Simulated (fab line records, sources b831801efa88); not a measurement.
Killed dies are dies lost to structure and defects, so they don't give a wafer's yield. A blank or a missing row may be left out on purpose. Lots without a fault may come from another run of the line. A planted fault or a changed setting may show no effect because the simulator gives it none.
Problem report in the 8D (eight disciplines) form, filled by code | flow gf180mcu | the parts of the form that need people (team, actions taken, sign-off) are left out

1. THE PROBLEM
rf_fwd_power_W at GF_V3_ETCH_16 reads a mean of 293.4 W on 1 wafer of 1 lot; wafers without a fault read 494.5 W with a standard deviation of 2.2. That is -91 standard deviations from the usual mean.
The step: etches BARC in N2/H2.
First seen on wafer L909.2, day 26 10:08, on rie_diel-01. The record holds 39 wafers of 13 lots with a number at this step. Rule for "out", or "out of limits": more than 4 standard deviations from the usual mean. The other wafers with a number count as sound.

2. WHAT IT IS AND WHAT IT IS NOT
question                    | is                             | is not
which readings at this step | rf_fwd_power_W, oes_product_au | drypump_motor_current_A, throttle_valve_pct
which lots                  | L909                           | L897, L898, L899, L902, L903, L910, L912, L913, L916, L918, L919, L920
which wafers of those lots  | L909.2                         | L909.3, L909.6
read on which tools         | rie_diel-01                    | rie_diel-03, rie_diel-04
when                        | from day 26 10:08              | up to then (17 sound wafers); but 21 sound wafers of L910, L912, L913, L916, L918, L919, L920 came after

3. SUSPECTS, AND WHAT RULES EACH OUT
Counting: a tool at a process step up to the reading stays a suspect if it ran every lot that is out. Sound lots after the first of them don't rule it out here, since some wafers of a struck lot are sound.
- rie_diel-01 at GF_V3_ETCH_16 (etches BARC in N2/H2): kept. It ran the lot that is out, L909 (day 26 10:08); its last sound lot up to then is L903 (day 24 08:58). Its own readings are out on those wafers: oes_product_au, rf_fwd_power_W.
- Within rie_diel-01 at GF_V3_ETCH_16: the wafers that are out ran in chamber 3; their sound lot-mates ran in chamber 1.
Left after counting: rie_diel-01 at GF_V3_ETCH_16.

4. THE CAUSE (what the simulator had put in)
Process parameter drift: rie_diel-01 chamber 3, from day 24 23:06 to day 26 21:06, at GF_V3_ETCH_16. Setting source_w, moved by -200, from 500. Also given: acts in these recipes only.
Counting left only this tool.

5. THE CHAIN OF EFFECTS, in route order
Each row: a reading whose mean over the struck wafers that have a number lies more than 3 standard deviations from the usual. Only readings for which the record gives a usual standard deviation are gone through. hours: the time from each lot's start at the first step in this table that gives one to its start at this step, as a median over the lots. sigmas: the change in usual standard deviations.
hours | step          | reading        | usual      | on struck wafers | change | sigmas
0     | GF_V3_ETCH_16 | oes_product_au | 0.855 a.u. | 0.778            | -0.077 | -15
0     | GF_V3_ETCH_16 | rf_fwd_power_W | 494.5 W    | 293.4            | -201.1 | -91
The process steps in it:
- GF_V3_ETCH_16: etches BARC in N2/H2.
Later measuring or inspecting steps at which every struck wafer that the step has a row for has a number for every such reading, and none has moved that far: GF_V5_THK_MEAS_03.

6. WHAT WOULD HAVE CAUGHT IT SOONER
In this record the first reading out of limits was taken at day 26 10:08, 35 hours after the fault began at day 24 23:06.
